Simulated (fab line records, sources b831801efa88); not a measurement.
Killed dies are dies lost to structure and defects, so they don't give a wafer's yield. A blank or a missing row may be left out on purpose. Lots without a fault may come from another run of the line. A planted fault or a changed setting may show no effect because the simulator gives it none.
One fault seen from 2 desks | flow sky130 | each desk has only its own numbers; what lay behind them comes last

THE METROLOGY DESK
What the gauges read, lot by lot, whatever tool the lot ran on: means of the sampled wafers that have a number. A lot is out of limits, marked OUT, if its mean lies more than 4 standard deviations from the usual mean; the brackets give that distance.
Columns: A = CAP2M_CVD_00_THK at SKY_CAP2M_THK_MEAS_01, usual 15.51 nm; B = PAD_OPEN_BOW at SKY_PAD_OPEN_BOW_MEAS_13, usual 48 um
lot  | first seen here | A     | B
L240 | day 39 18:40    | 15.17 | 40
L241 | day 40 04:16    | 15.67 | 53
L242 | day 40 05:28    | 15.68 | 49
L245 | day 41 06:31    | 15.64 | 63
L246 | day 41 12:59    | 15.36 | 43
L252 | day 43 11:55    | 15.46 | 40
L257 | day 44 16:18    | 15.57 | 42
L258 | day 44 21:57    | 15.51 | 56
L259 | day 45 03:55    | 15.56 | 48
L263 | day 46 04:56    | 15.65 | 48
L261 | day 46 07:59    | 15.33 | 46
L262 | day 46 08:17    | 15.52 | 37
This desk's finding: nothing out of limits on any of the 12 lots.

THE TOOL OWNER'S DESK: rie_diel-02
The tool's own readings at SKY_PAD_OPEN_ETCH_07 (etches the open film in CF4/O2, stops on AlCu, target depth 725 nm, time 161.1 s): means of the sampled wafers that have a number, for each lot that ran on this tool. A lot is out of limits, marked OUT, if its mean lies more than 4 standard deviations from the usual mean; the brackets give that distance.
Columns: A = drypump_motor_current_A at SKY_PAD_OPEN_ETCH_07, usual 5.7 A; B = oes_product_au at SKY_PAD_OPEN_ETCH_07, usual 0.978 a.u.; C = throttle_valve_pct at SKY_PAD_OPEN_ETCH_07, usual 5.965 %
lot  | first seen here | A   | B                | C
L240 | day 45 16:49    | 5.9 | 0.975            | 5.962
L245 | day 46 23:28    | 5.6 | 0.978            | 5.971
L246 | day 47 07:07    | 5.7 | 0.974            | 5.961
L252 | day 48 20:40    | 5.2 | 0.941 (-5.6) OUT | 5.957
This desk's finding: out of limits on L252; first on L252, day 48 20:40 (oes_product_au at SKY_PAD_OPEN_ETCH_07). In limits: L240, L245, L246.

PUT TOGETHER
The tool owner's desk could have raised an alarm at day 48 20:40, on L252.
The metrology desk saw nothing out of limits.
The metrology desk has L252 on record, within its limits.
Of the lots named, all ran SKY_PAD_OPEN_ETCH_07 on rie_diel-02.

WHAT THE SIMULATOR HAD PUT IN
Process parameter drift: rie_diel-02, from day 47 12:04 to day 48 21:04, at SKY_PAD_OPEN_ETCH_07. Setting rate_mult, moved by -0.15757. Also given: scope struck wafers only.
Lots struck among those shown: L252.
Hours from the fault's start to each desk's first reading out of limits: the tool owner's desk, 33.
